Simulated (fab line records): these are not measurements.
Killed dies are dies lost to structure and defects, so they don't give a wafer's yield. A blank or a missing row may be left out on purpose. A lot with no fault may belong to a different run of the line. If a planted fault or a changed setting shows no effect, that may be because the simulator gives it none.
Which tool is to blame? / flow gf180mcu / Sampling: 13 lots, 39 wafers, 5 of 602 route steps

## WHAT THE GAUGES READ, wafer by wafer
GF_HV_LDD_CD_MEAS_31: target cd 400 nm. Usual: cd-nm 402.6 nm, standard deviation 2.6.
lot=L590; measured=day 11 23:07; on=cd-sem-01; cd-nm (nm)=400.1 399.9 401.0; flag=
lot=L591; measured=day 12 00:26; on=cd-sem-02; cd-nm (nm)=404.5 404.7 406.1; flag=
lot=L594; measured=day 12 18:22; on=cd-sem-01; cd-nm (nm)=397.1 399.6 399.1; flag=
lot=L595; measured=day 13 11:24; on=cd-sem-02; cd-nm (nm)=401.5 402.5 402.4; flag=
lot=L596; measured=day 13 20:59; on=cd-sem-01; cd-nm (nm)=399.4 401.6 399.0; flag=
lot=L597; measured=day 13 23:59; on=cd-sem-01; cd-nm (nm)=398.7 399.9 399.6; flag=
lot=L599; measured=day 14 11:41; on=cd-sem-02; cd-nm (nm)=404.4 402.1 404.4; flag=
lot=L600; measured=day 15 06:22; on=cd-sem-01; cd-nm (nm)=404.1 403.3 404.9; flag=
lot=L601; measured=day 15 13:35; on=cd-sem-02; cd-nm (nm)=401.2 400.9 399.7; flag=
lot=L602; measured=day 15 13:52; on=cd-sem-01; cd-nm (nm)=402.2 402.1 400.1; flag=
lot=L603; measured=day 15 20:44; on=cd-sem-02; cd-nm (nm)=402.4 400.7 401.4; flag=
lot=L604; measured=day 16 04:30; on=cd-sem-01; cd-nm (nm)=405.7 405.0 405.4; flag=
lot=L613; measured=day 19 04:40; on=cd-sem-01; cd-nm (nm)=407.5 409.9 408.7; flag=

GF_HV_LDD_OVL_MEAS_32. Usual: for HV_LDD_02_OVL the level is -0.1 nm and the standard deviation is 1.2.
lot=L590; measured=day 11 23:13; on=overlay-02; HV_LDD_02_OVL (nm)=0.8 -0.5 -1.1; flag=
lot=L591; measured=day 12 00:34; on=overlay-01; HV_LDD_02_OVL (nm)=1.4 1.7 1.4; flag=
lot=L594; measured=day 12 18:29; on=overlay-02; HV_LDD_02_OVL (nm)=1.1 -0.3 0.5; flag=
lot=L595; measured=day 13 11:29; on=overlay-01; HV_LDD_02_OVL (nm)=-0.8 -0.4 -1.7; flag=
lot=L596; measured=day 13 21:05; on=overlay-01; HV_LDD_02_OVL (nm)=1.0 2.1 0.6; flag=
lot=L597; measured=day 14 00:07; on=overlay-02; HV_LDD_02_OVL (nm)=2.2 2.8 2.2; flag=
lot=L599; measured=day 14 11:46; on=overlay-02; HV_LDD_02_OVL (nm)=0.7 0.3 -1.2; flag=
lot=L600; measured=day 15 06:29; on=overlay-01; HV_LDD_02_OVL (nm)=0.1 -1.4 0.1; flag=
lot=L601; measured=day 15 13:41; on=overlay-01; HV_LDD_02_OVL (nm)=281.2 282.4 284.4; flag=OFF
lot=L602; measured=day 15 13:59; on=overlay-02; HV_LDD_02_OVL (nm)=281.3 280.1 280.8; flag=OFF
lot=L603; measured=day 15 20:50; on=overlay-02; HV_LDD_02_OVL (nm)=-1.7 -0.3 -1.3; flag=
lot=L604; measured=day 16 04:35; on=overlay-01; HV_LDD_02_OVL (nm)=282.9 283.8 282.6; flag=OFF
lot=L613; measured=day 19 04:47; on=overlay-01; HV_LDD_02_OVL (nm)=-1.2 0.8 -0.3; flag=

GF_HV_LDD_CD_MEAS_46: target cd 400 nm. Usual: cd-nm 400.1 nm, standard deviation 2.4.
lot=L590; measured=day 12 19:29; on=cd-sem-02; cd-nm (nm)=401.1 403.3 401.8; flag=
lot=L591; measured=day 12 20:19; on=cd-sem-02; cd-nm (nm)=397.2 400.2 398.5; flag=
lot=L594; measured=day 13 14:58; on=cd-sem-01; cd-nm (nm)=400.5 398.7 402.4; flag=
lot=L595; measured=day 14 09:09; on=cd-sem-01; cd-nm (nm)=404.2 399.3 402.3; flag=
lot=L596; measured=day 14 17:55; on=cd-sem-02; cd-nm (nm)=396.6 398.6 397.2; flag=
lot=L597; measured=day 14 21:05; on=cd-sem-01; cd-nm (nm)=400.7 400.8 397.4; flag=
lot=L599; measured=day 15 10:15; on=cd-sem-01; cd-nm (nm)=401.0 402.2 402.8; flag=
lot=L600; measured=day 16 04:46; on=cd-sem-02; cd-nm (nm)=401.2 397.7 399.6; flag=
lot=L601; measured=day 16 12:38; on=cd-sem-02; cd-nm (nm)=399.5 398.9 399.3; flag=
lot=L602; measured=day 16 13:08; on=cd-sem-01; cd-nm (nm)=399.3 400.6 400.4; flag=
lot=L603; measured=day 16 20:14; on=cd-sem-01; cd-nm (nm)=404.2 403.5 403.8; flag=
lot=L604; measured=day 17 03:57; on=cd-sem-02; cd-nm (nm)=402.5 402.6 401.5; flag=
lot=L613; measured=day 20 05:28; on=cd-sem-02; cd-nm (nm)=398.5 397.9 400.1; flag=

## EACH LOT AND THE TOOL THAT RAN IT (in order: tool; ch and the chambers of the sampled wafers; start)
lot=L590; GF_HV_LDD_STRIP_10=plasma-asher-03 ch 0,1, day 10 09:20; GF_HV_LDD_EXPOSE_28=iline-stepper-01 ch 0, day 11 13:58
lot=L591; GF_HV_LDD_STRIP_10=plasma-asher-02 ch 0,1, day 10 09:36; GF_HV_LDD_EXPOSE_28=iline-stepper-01 ch 0, day 11 14:55
lot=L594; GF_HV_LDD_STRIP_10=plasma-asher-02 ch 0,1, day 11 03:28; GF_HV_LDD_EXPOSE_28=iline-stepper-01 ch 0, day 12 08:58
lot=L595; GF_HV_LDD_STRIP_10=plasma-asher-03 ch 0,1, day 11 19:14; GF_HV_LDD_EXPOSE_28=iline-stepper-02 ch 0, day 13 02:02
lot=L596; GF_HV_LDD_STRIP_10=plasma-asher-03 ch 0,1, day 12 05:14; GF_HV_LDD_EXPOSE_28=iline-stepper-01 ch 0, day 13 11:07
lot=L597; GF_HV_LDD_STRIP_10=plasma-asher-02 ch 0,1, day 12 08:22; GF_HV_LDD_EXPOSE_28=iline-stepper-01 ch 0, day 13 13:34
lot=L599; GF_HV_LDD_STRIP_10=plasma-asher-04 ch 0,1, day 12 19:19; GF_HV_LDD_EXPOSE_28=iline-stepper-01 ch 0, day 14 01:41
lot=L600; GF_HV_LDD_STRIP_10=plasma-asher-02 ch 0,1, day 13 11:58; GF_HV_LDD_EXPOSE_28=iline-stepper-01 ch 0, day 14 19:50
lot=L601; GF_HV_LDD_STRIP_10=plasma-asher-04 ch 0,1, day 13 18:08; GF_HV_LDD_EXPOSE_28=iline-stepper-01 ch 0, day 15 02:32
lot=L602; GF_HV_LDD_STRIP_10=plasma-asher-03 ch 0,1, day 13 18:26; GF_HV_LDD_EXPOSE_28=iline-stepper-01 ch 0, day 15 02:47
lot=L603; GF_HV_LDD_STRIP_10=plasma-asher-04 ch 0,1, day 14 01:26; GF_HV_LDD_EXPOSE_28=iline-stepper-02 ch 0, day 15 10:04
lot=L604; GF_HV_LDD_STRIP_10=plasma-asher-03 ch 0,1, day 14 08:44; GF_HV_LDD_EXPOSE_28=iline-stepper-01 ch 0, day 15 17:38
lot=L613; GF_HV_LDD_STRIP_10=plasma-asher-03 ch 0,1, day 17 05:07; GF_HV_LDD_EXPOSE_28=iline-stepper-02 ch 0, day 18 17:31
- GF_HV_LDD_STRIP_10: strips in O2/N2.
- GF_HV_LDD_EXPOSE_28: exposes mask Nplus HV AREA, target cd 400 nm.

## AS READ BY THE TOOLS THEMSELVES (means over the sampled wafers that have a number; for cases with no such wafer, the mark the record gives instead)
GF_HV_LDD_STRIP_10. Usual: drypump-motor-current-A 5.73 A, standard deviation 0.21; heater-power-w 368 W, standard deviation 33; n2-flow-sccm 299.9 sccm, standard deviation 0.86; oes-product-au 0.716 a.u., standard deviation 0.0048; strip-time-to-endpoint-s 12.62 s, standard deviation 0.034.
lot=L590; tool=plasma-asher-03; drypump-motor-current-A (A)=5.62; heater-power-w (W)=359; n2-flow-sccm (sccm)=299.7; oes-product-au (a.u.)=0.717; strip-time-to-endpoint-s (s)=12.63; flag=
lot=L591; tool=plasma-asher-02; drypump-motor-current-A (A)=5.68; heater-power-w (W)=370; n2-flow-sccm (sccm)=299.3; oes-product-au (a.u.)=0.712; strip-time-to-endpoint-s (s)=12.61; flag=
lot=L594; tool=plasma-asher-02; drypump-motor-current-A (A)=5.87; heater-power-w (W)=396; n2-flow-sccm (sccm)=299.4; oes-product-au (a.u.)=0.714; strip-time-to-endpoint-s (s)=12.58; flag=
lot=L595; tool=plasma-asher-03; drypump-motor-current-A (A)=5.60; heater-power-w (W)=378; n2-flow-sccm (sccm)=300.7; oes-product-au (a.u.)=0.719; strip-time-to-endpoint-s (s)=12.63; flag=
lot=L596; tool=plasma-asher-03; drypump-motor-current-A (A)=5.60; heater-power-w (W)=372; n2-flow-sccm (sccm)=300.0; oes-product-au (a.u.)=0.713; strip-time-to-endpoint-s (s)=12.58; flag=
lot=L597; tool=plasma-asher-02; drypump-motor-current-A (A)=5.67; heater-power-w (W)=375; n2-flow-sccm (sccm)=299.5; oes-product-au (a.u.)=0.717; strip-time-to-endpoint-s (s)=12.54; flag=
lot=L599; tool=plasma-asher-04; drypump-motor-current-A (A)=5.80; heater-power-w (W)=345; n2-flow-sccm (sccm)=300.6; oes-product-au (a.u.)=0.719; strip-time-to-endpoint-s (s)=12.62; flag=
lot=L600; tool=plasma-asher-02; drypump-motor-current-A (A)=5.85; heater-power-w (W)=392; n2-flow-sccm (sccm)=300.7; oes-product-au (a.u.)=0.713; strip-time-to-endpoint-s (s)=12.60; flag=
lot=L601; tool=plasma-asher-04; drypump-motor-current-A (A)=5.77; heater-power-w (W)=329; n2-flow-sccm (sccm)=299.9; oes-product-au (a.u.)=0.716; strip-time-to-endpoint-s (s)=12.63; flag=
lot=L602; tool=plasma-asher-03; drypump-motor-current-A (A)=5.64; heater-power-w (W)=362; n2-flow-sccm (sccm)=300.3; oes-product-au (a.u.)=0.718; strip-time-to-endpoint-s (s)=12.70; flag=
lot=L603; tool=plasma-asher-04; drypump-motor-current-A (A)=5.77; heater-power-w (W)=332; n2-flow-sccm (sccm)=299.0; oes-product-au (a.u.)=0.716; strip-time-to-endpoint-s (s)=12.59; flag=
lot=L604; tool=plasma-asher-03; drypump-motor-current-A (A)=5.62; heater-power-w (W)=357; n2-flow-sccm (sccm)=299.7; oes-product-au (a.u.)=0.722; strip-time-to-endpoint-s (s)=12.63; flag=
lot=L613; tool=plasma-asher-03; drypump-motor-current-A (A)=5.60; heater-power-w (W)=371; n2-flow-sccm (sccm)=300.7; oes-product-au (a.u.)=0.714; strip-time-to-endpoint-s (s)=12.62; flag=

GF_HV_LDD_EXPOSE_28. Usual: exposure-dose-mJ-cm2 141.29, standard deviation 0.14.
lot=L590 tool=iline-stepper-01 exposure-dose-mJ-cm2=141.23 flag=
lot=L591 tool=iline-stepper-01 exposure-dose-mJ-cm2=141.32 flag=
lot=L594 tool=iline-stepper-01 exposure-dose-mJ-cm2=141.46 flag=
lot=L595 tool=iline-stepper-02 exposure-dose-mJ-cm2=141.19 flag=
lot=L596 tool=iline-stepper-01 exposure-dose-mJ-cm2=141.20 flag=
lot=L597 tool=iline-stepper-01 exposure-dose-mJ-cm2=141.36 flag=
lot=L599 tool=iline-stepper-01 exposure-dose-mJ-cm2=141.26 flag=
lot=L600 tool=iline-stepper-01 exposure-dose-mJ-cm2=141.20 flag=
lot=L601 tool=iline-stepper-01 exposure-dose-mJ-cm2=141.33 flag=
lot=L602 tool=iline-stepper-01 exposure-dose-mJ-cm2=141.24 flag=
lot=L603 tool=iline-stepper-02 exposure-dose-mJ-cm2=141.56 flag=
lot=L604 tool=iline-stepper-01 exposure-dose-mJ-cm2=141.30 flag=
lot=L613 tool=iline-stepper-02 exposure-dose-mJ-cm2=141.23 flag=

## THE ANSWER, worked out from the rows above alone
Rule: a lot counts as off when the mean over its wafers that have a number is more than 3 standard deviations away from the usual mean. A lot without any number at a reading at which 4 lots or more have one is off too. All remaining lots with rows at the step are treated as sound. After the gauges, taken in route order, come the tools' own readings; for these a lot's mean is taken, as printed above. At the first step where some lot is off, the reading lying furthest off is the one used; lots without a number count as furthest.
Off: L601, L602, L604, at GF_HV_LDD_OVL_MEAS_32 (HV_LDD_02_OVL).
A tool fits if, at a process step before that reading, it ran every lot that is off, and no sound lot after the first of them. Those tools and the gauges at GF_HV_LDD_OVL_MEAS_32 are tried in the same way. One fits: iline-stepper-01 at GF_HV_LDD_EXPOSE_28. Its last sound lot is L600 (day 14 19:50), its first lot that is off L601 (day 15 02:32): a fault that began between those two fits.

## WHAT HAD BEEN PUT IN BY THE SIMULATOR
Scanner matching overlay: iline-stepper-01, from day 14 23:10 on, at GF_HV_LDD_EXPOSE_28. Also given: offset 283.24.
Shown lots that were struck: L601, L602, L604. Same finding as the rule above.
